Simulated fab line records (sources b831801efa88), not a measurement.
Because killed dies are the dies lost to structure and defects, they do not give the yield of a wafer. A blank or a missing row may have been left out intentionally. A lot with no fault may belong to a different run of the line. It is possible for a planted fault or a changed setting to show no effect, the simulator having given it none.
Chamber matching    flow gf180mcu    4 sister chambers for GF_V5_CMP_26 on cmp-02
The step polishes, stops on SiO2, t overpolish 15 s, target thk 0 nm. 4 wafers are shown with their chamber, then 7 later ones without.

WAFERS WITH THEIR CHAMBER
wafer   chamber  motor current A (A)
L909.6  3        10.8
L910.2  2        11.5
L910.5  0        10.5
L912.5  1        10.3

WAFERS WITH NO CHAMBER GIVEN
wafer   motor current A (A)
L912.6  11.1
L913.1  11.3
L913.2  10.5
L913.4  10.7
L914.2  10.7
L914.5  11.2
L914.6  10.5

WHICH CHAMBER EACH ONE RAN IN
wafer   from the rows above           in truth
L912.6  can't be placed: 3 or 2 or 0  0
L913.1  can't be placed: 2 or 3       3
L913.2  can't be placed: 0 or 1 or 3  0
L913.4  can't be placed: 3 or 0 or 1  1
L914.2  can't be placed: 3 or 0 or 1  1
L914.5  can't be placed: 2 or 3       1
L914.6  can't be placed: 0 or 1 or 3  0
Placed correctly: 0 of 7. These rows do not allow placing 7 (true chamber among the candidates in 6). Placed wrongly: 0.
How it was worked out, from the rows above alone: a wafer's distance from a chamber is the root of the sum, over the readings, of the square of ((its reading less the chamber's mean) divided by the reading's scatter). The wafer belongs to the nearest chamber; if the next one is less than 2 further off, it can't be placed. For every chamber, the mean is computed from those of its wafers that are shown. The scatter (one wafer shown for each chamber): square how far every hidden wafer sits from the nearest shown wafer, average those squares and take the square root.
